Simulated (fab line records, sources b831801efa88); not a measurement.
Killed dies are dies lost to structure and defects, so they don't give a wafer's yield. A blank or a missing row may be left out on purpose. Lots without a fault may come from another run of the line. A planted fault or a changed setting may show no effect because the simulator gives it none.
Split-lot experiment | flow sky130 | 5 lots, 23 wafers read, on a route of 708 steps

THE SPLIT
At SKY_FIELD_ISO_OXIDATION_22 (stabilise 600 s, purge 300 s, target thk 10 nm), the setting ox_time_s was moved away from the recipe's 623 s on 20 of the 23 wafers read, by -13.7% to +14.3%. The other wafers ran this setting at the recipe's value.

The file shows no step between the split and the reading.

THE READING
FIELD_ISO_OXIDATION_01_THK, in nm, at SKY_FIELD_ISO_THK_MEAS_23. Fault-free wafers of this fab line usually give 9.91 nm, standard deviation 0.17 nm.

wafer  | tool, chamber at the split | ox_time_s as run, s | against the recipe | FIELD_ISO_OXIDATION_01_THK, nm | against lot-mates on the recipe
L074.1 | -, -                       | 537.8               | -13.7%             | 8.98                           | no lot-mate on the recipe
L074.2 | -, -                       | 537.8               | -13.7%             | 8.90                           | no lot-mate on the recipe
L074.3 | -, -                       | 537.8               | -13.7%             | 8.99                           | no lot-mate on the recipe
L074.4 | -, -                       | 537.8               | -13.7%             | 8.86                           | no lot-mate on the recipe
L074.6 | -, -                       | 537.8               | -13.7%             | 8.97                           | no lot-mate on the recipe
L075.1 | -, -                       | 712                 | +14.3%             | 10.83                          | no lot-mate on the recipe
L075.3 | -, -                       | 712                 | +14.3%             | 10.70                          | no lot-mate on the recipe
L075.4 | -, -                       | 712                 | +14.3%             | 10.93                          | no lot-mate on the recipe
L075.5 | -, -                       | 712                 | +14.3%             | 10.82                          | no lot-mate on the recipe
L075.6 | -, -                       | 712                 | +14.3%             | 10.61                          | no lot-mate on the recipe
L076.1 | -, -                       | 572.1               | -8.2%              | 9.08                           | no lot-mate on the recipe
L076.2 | -, -                       | 572.1               | -8.2%              | 9.18                           | no lot-mate on the recipe
L076.3 | -, -                       | 572.1               | -8.2%              | 9.23                           | no lot-mate on the recipe
L076.5 | -, -                       | 572.1               | -8.2%              | 9.29                           | no lot-mate on the recipe
L076.6 | -, -                       | 572.1               | -8.2%              | 9.23                           | no lot-mate on the recipe
L077.1 | -, -                       | 572.7               | -8.1%              | 9.74                           | no lot-mate on the recipe
L077.2 | -, -                       | 572.7               | -8.1%              | 9.54                           | no lot-mate on the recipe
L077.3 | -, -                       | 572.7               | -8.1%              | 9.73                           | no lot-mate on the recipe
L077.4 | -, -                       | 572.7               | -8.1%              | 9.77                           | no lot-mate on the recipe
L077.6 | -, -                       | 572.7               | -8.1%              | 9.76                           | no lot-mate on the recipe
L081.1 | furnace-01, 0              | 623                 | recipe             | 9.73                           | -
L081.2 | furnace-01, 0              | 623                 | recipe             | 9.79                           | -
L081.3 | furnace-01, 0              | 623                 | recipe             | 9.82                           | -

THE FIT
A straight line over all 23 wafers: FIELD_ISO_OXIDATION_01_THK changes by +0.0625 nm for each +1% of ox_time_s; r = +0.95; the points scatter about the line by 0.21 nm.
Too few moved wafers have a lot-mate on the recipe to fit a line with each lot's own level taken away.

THE WHOLE CHAIN: every reading that the file lists as answering this split, in the file's order
step                       | what it does                                   | reading                                                                                | change (the file's fit)                | r (the file's)
SKY_FIELD_ISO_OXIDATION_22 | stabilise 600 s, purge 300 s, target thk 10 nm | SiO2_of_FIELD_ISO_OXIDATION_22.thk_nm (the simulator's own value, which no gauge read) | +0.0628 nm for each +1% of the setting | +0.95
SKY_FIELD_ISO_THK_MEAS_23  |                                                | FIELD_ISO_OXIDATION_01_THK                                                             | +0.0625 for each +1% of the setting    | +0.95

THE FILE'S OWN FIT
FIELD_ISO_OXIDATION_01_THK changes by +0.0625 nm for each +1% of ox_time_s, r = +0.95.
